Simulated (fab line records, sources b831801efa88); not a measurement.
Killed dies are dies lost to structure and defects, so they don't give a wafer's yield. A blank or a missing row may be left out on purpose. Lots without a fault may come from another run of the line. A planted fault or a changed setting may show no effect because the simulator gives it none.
A struck lot beside a sound one | flow sfq_line | 21 steps out of a route of 325
Sound: wafers L351.3, L351.5, L351.6. Struck: wafers L360.2, L360.3, L360.4. The cause comes at the end.
At each step with rows: each side's tool, then ch and its chambers, then its first start. Under that, the readings that differ: sound wafers | struck wafers | difference of the means | sigmas: that difference in standard deviations of wafers without a fault.
alike: readings whose means differ by less than 2 such deviations, and words and numbers that are the same on both sides. not compared: withheld readings, readings that some wafer has no value for, bounds like >300 that may hide the same value, and numbers for which the record gives no deviation and whose values overlap.
The two part at a step that has a row with sigmas, a row that says differs or no value, or rows on one side only. Numbers that don't overlap but have no deviation are shown without sigmas and don't part them. A reading that every wafer of one side lacks parts them only if that side has two wafers or more.

SFQ_L0_THK_MEAS_902: measures by xrf.
  sound on film_metro-02, day 3 04:42; struck on film_metro-04, day 5 01:41
  alike: L0_MONX_KI_THK
then, 6 steps without rows for these wafers: SFQ_TRILAYER_L0_LITHO_COAT_010 (resist thk 62 nm); SFQ_TRILAYER_L0_LITHO_COAT_005 (resist thk 600 nm); SFQ_TRILAYER_L0_LITHO_SOFTBAKE_009; SFQ_TRILAYER_L0_LITHO_EXPOSE_006 (exposes mask L0, target cd 2000 nm); SFQ_TRILAYER_L0_LITHO_PEB_008 (peb time 60 s); SFQ_TRILAYER_L0_LITHO_DEVELOP_007 (time 60 s).
-- the record jumps here: 4 days lie between the struck wafers' starts before and after --
SFQ_TRILAYER_L0_BARC_OPEN_METAL_ETCH_010: etches BARC in O2, target depth 125 nm, time 41.7 s.
  sound on rie_metal-01 ch 0,1, day 6 04:19; struck on rie_metal-01 ch 0,1, day 8 20:08
  alike: drypump_motor_current_A, oes_product_au
  not compared: rf_hours_counter_h
SFQ_TRILAYER_L0_ETCH_METAL_ETCH_008: etches MoNx KI in SF6/O2, stops on SiO2, target depth 50 nm, time 25 s.
  sound on rie_metal-01 ch 0,1, day 6 04:22; struck on rie_metal-01 ch 0,1, day 8 20:11
  alike: drypump_motor_current_A, oes_product_au
  not compared: rf_hours_counter_h
SFQ_TRILAYER_L0_STRIP_STRIP_009: strips in O2.
  sound on rie_metal-01 ch 0,1, day 6 04:36; struck on rie_metal-01 ch 0,1, day 8 20:14
  alike: drypump_motor_current_A, oes_product_au
  not compared: rf_hours_counter_h
then, 1 step without rows for these wafers: SFQ_TRILAYER_L0_STRIP_SOLV_CLEAN_010 (cleans in NMP, time 600 s).
SFQ_TRILAYER_L0_CAP_PECVD_011: deposits SiO2 from SiH4/N2O, time 13.333 s, target thk 60 nm.
  sound on pecvd-01 ch 0,1, day 6 05:11; struck on pecvd-03 ch 1,2, day 8 21:01
  reading                  | sound    | struck   | difference | sigmas
  heater_power_outer_w (W) | 23 23 15 | 35 33 34 | +14        | +2
  alike: heater_power_w, throttle_valve_pct
SFQ_TRILAYER_L0_VIA_LITHO_COAT_018: resist thk 62 nm.
  sound on litho_track-04 ch 0, day 6 05:36; struck on litho_track-02 ch 0, day 8 21:05
  reading                                                  | sound             | struck           | difference | sigmas
  model.BARC_of_TRILAYER_L0_VIA_LITHO_COAT_018.thk_nm (nm) | 61.93 61.84 61.93 | 58.92 58.8 58.79 | -3.06      |
then, 5 steps without rows for these wafers: SFQ_TRILAYER_L0_VIA_LITHO_COAT_013 (resist thk 650 nm); SFQ_TRILAYER_L0_VIA_LITHO_SOFTBAKE_017; SFQ_TRILAYER_L0_VIA_LITHO_EXPOSE_014 (exposes mask L0V, target cd 700 nm); SFQ_TRILAYER_L0_VIA_LITHO_PEB_016 (peb time 60 s); SFQ_TRILAYER_L0_VIA_LITHO_DEVELOP_015 (time 60 s).
-- the record jumps here: 4 days lie between the struck wafers' starts before and after --
SFQ_L0V_OVL_MEAS_903:
  sound on overlay-02, day 10 04:32; struck on overlay-01, day 13 00:14
  alike: L0V_OVL
SFQ_TRILAYER_L0_VIA_BARC_OPEN_VIA_ETCH_021: etches BARC in O2, target depth 125 nm, time 41.7 s.
  sound on rie_diel-01 ch 0,1,3, day 10 04:34; struck on rie_diel-01 ch 1,2,3, day 13 00:16
  reading                  | sound             | struck            | difference | sigmas
  oes_product_au (a.u.)    | 0.685 0.688 0.693 | 0.666 0.670 0.663 | -0.022     | -4
  model.etch.depth_nm (nm) | 61.93 61.84 61.93 | 58.92 58.8 58.79  | -3.06      |
  alike: drypump_motor_current_A
  not compared: rf_hours_counter_h
SFQ_TRILAYER_L0_VIA_ETCH_VIA_ETCH_016: etches SiO2 in CHF3, stops on MoNx KI, target depth 80 nm.
  sound on rie_diel-01 ch 0,1,3, day 10 04:36; struck on rie_diel-01 ch 1,2,3, day 13 00:18
  alike: drypump_motor_current_A, oes_product_au

WHERE THEY PART
First at SFQ_TRILAYER_L0_CAP_PECVD_011; last, within this record, at SFQ_TRILAYER_L0_VIA_BARC_OPEN_VIA_ETCH_021. Later steps at which nothing parts them and some readings are alike: SFQ_TRILAYER_L0_VIA_ETCH_VIA_ETCH_016.

WHY: what the simulator had put in
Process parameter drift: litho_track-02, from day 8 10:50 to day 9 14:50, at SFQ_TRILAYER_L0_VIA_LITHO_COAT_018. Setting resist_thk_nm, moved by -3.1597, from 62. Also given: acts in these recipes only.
